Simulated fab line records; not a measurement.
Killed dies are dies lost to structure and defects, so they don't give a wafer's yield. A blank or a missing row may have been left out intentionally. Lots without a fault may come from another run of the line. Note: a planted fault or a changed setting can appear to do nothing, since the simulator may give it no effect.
The same fault as seen by 2 desks :: flow sky130 :: each desk holds nothing but its own numbers, with what lay behind them at the end

== THE METROLOGY DESK ==
What the gauges read, lot by lot, whatever tool the lot ran on: means of the sampled wafers that have a number. If a lot's mean is further than 4 standard deviations from the usual mean, the lot is out of limits and carries the mark OUT (the distance appears in the brackets).
Columns: A = cdNm at SKY_FIELD_ISO_CD_MEAS_13, usual 149.8 nm
lot: L314
first seen here: day 2 14:20
A: 151.4

lot: L316
first seen here: day 3 04:31
A: 151.0

lot: L323
first seen here: day 4 13:16
A: 149.8

lot: L324
first seen here: day 4 21:35
A: 148.9

lot: L325
first seen here: day 5 01:59
A: 148.6

lot: L332
first seen here: day 6 11:14
A: 150.8
This desk's finding: nothing out of limits on any of the 6 lots.

== TOOL OWNER'S DESK, rieSi-01 ==
The tool's own readings at SKY_FIELD_ISO_ETCH_17 (etches Si in HBr/Cl2/O2, target depth 342 nm, time 97.7 s): means of the sampled wafers that have a number, for each lot that ran on this tool. If a lot's mean is further than 4 standard deviations from the usual mean, the lot is out of limits and carries the mark OUT (the distance appears in the brackets).
Columns: A = drypumpMotorCurrentA at SKY_FIELD_ISO_ETCH_17, usual 5.8 A; B = oesProductAu at SKY_FIELD_ISO_ETCH_17, usual 1.004 a.u.; C = rfFwdPowerW at SKY_FIELD_ISO_ETCH_17, usual 596.5 W; D = runLengthS at SKY_FIELD_ISO_ETCH_17, usual 125.4 s; E = throttleValvePct at SKY_FIELD_ISO_ETCH_17, usual 25.654 %
lot: L314
first seen here: day 2 14:38
A: 5.5
B: 1.001
C: 597.2
D: 125.4
E: 25.660

lot: L323
first seen here: day 4 13:32
A: 5.7
B: 1.009
C: 596.5
D: 133.4 (+26) OUT
E: 25.655

lot: L324
first seen here: day 4 21:55
A: 6.1
B: 1.005
C: 596.4
D: 133.4 (+26) OUT
E: 25.652
This desk's finding: out of limits on L323, L324; first on L323, day 4 13:32 (runLengthS at SKY_FIELD_ISO_ETCH_17). L314: within limits.

== PUT TOGETHER ==
The tool owner's desk could have raised an alarm at day 4 13:32, on L323, L324.
At the metrology desk, nothing out of limits was observed.
The metrology desk holds a record of L323, L324, inside its limits.
Of the lots named, all ran SKY_FIELD_ISO_ETCH_17 on rieSi-01.

== WHAT THE SIMULATOR HAD INSERTED ==
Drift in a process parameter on rieSi-01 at SKY_FIELD_ISO_ETCH_17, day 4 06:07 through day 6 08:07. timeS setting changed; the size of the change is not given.
Lots struck among those shown: L323, L324.
Hours from the fault's start to each desk's first reading out of limits: the tool owner's desk, 7.
